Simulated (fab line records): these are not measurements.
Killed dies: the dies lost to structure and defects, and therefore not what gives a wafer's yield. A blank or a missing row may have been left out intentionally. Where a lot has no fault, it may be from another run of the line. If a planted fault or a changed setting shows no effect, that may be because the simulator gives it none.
Problem report in the 8D (eight disciplines) form, filled by code ; flow gf180mcu ; the parts of the form that need people (team, actions taken, sign-off) are left out

== 1. PROBLEM STATEMENT ==
Wafers without a fault read 93.05 W, standard deviation 0.061; heater_power_total_W at GF_M3_SOFTBAKE_10 reads a mean of 100.63 W on 6 wafers belonging to 2 lots. So: +99 or more standard deviations from the usual mean.
The step: time 60 s.
Seen first at day 25 12:15 on litho_track-01, wafer L498.1. The record holds 39 wafers of 13 lots with a number at this step. By rule, "out" or "out of limits" means more than 4 standard deviations away from the usual mean. All remaining wafers that have a number are taken as sound.

== 2. WHAT IT IS; WHAT IT IS NOT ==
question;is;is not
which readings at this step;heater_power_total_W;-
which lots;L498, L500;L485, L486, L489, L490, L491, L493, L496, L505, L506, L507, L508
which wafers of those lots;all that have a number;-
read on which tools;litho_track-01;litho_track-02, litho_track-04
when;from day 25 12:15;"up to then (21 sound wafers); but 12 sound wafers of L505, L506, L507, L508 came after"

== 3. THE SUSPECTS, EACH WITH WHAT RULES IT OUT ==
Counting: any tool at a process step up to the reading is kept as a suspect provided that every lot that is out went through it and no sound lot did after the first of them.
- litho_track-01 at GF_M3_SOFTBAKE_10 (time 60 s): ruled out as a lasting fault. The sound lots L508 went through it after L498, its earliest lot that is out (day 25 12:15).
Left after counting: nothing in the record.

== 4. THE CAUSE (what the simulator had put in) ==
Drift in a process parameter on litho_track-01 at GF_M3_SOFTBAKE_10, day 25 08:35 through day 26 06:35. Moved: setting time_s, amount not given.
Counting ruled it out, wrongly.

== 5. SEQUENCE OF EFFECTS, ordered by route ==
Rows list readings where the struck wafers' mean (over those with a number) sits beyond 3 standard deviations from the usual. Only readings for which the record gives a usual standard deviation are gone through. hours: the time from each lot's start at the first step in this table that gives one to its start at this step, as a median over the lots. sigmas: the change in usual standard deviations.
hours;step;reading;usual;on struck wafers;change;sigmas
0;GF_M3_SOFTBAKE_10;heater_power_total_W;93.05 W;100.63;+7.58;+99 or more
It contains these process steps:
- GF_M3_SOFTBAKE_10: time 60 s.
At these later measuring or inspecting steps, every struck wafer for which the step has a row has a number for every such reading, and none has moved that far: GF_M3_CD_MEAS_14, GF_V3_THK_MEAS_01.

== 6. WHAT WOULD HAVE CAUGHT IT SOONER ==
In this record the first reading out of limits was taken at day 25 12:15, 4 hours after the fault began at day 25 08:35.
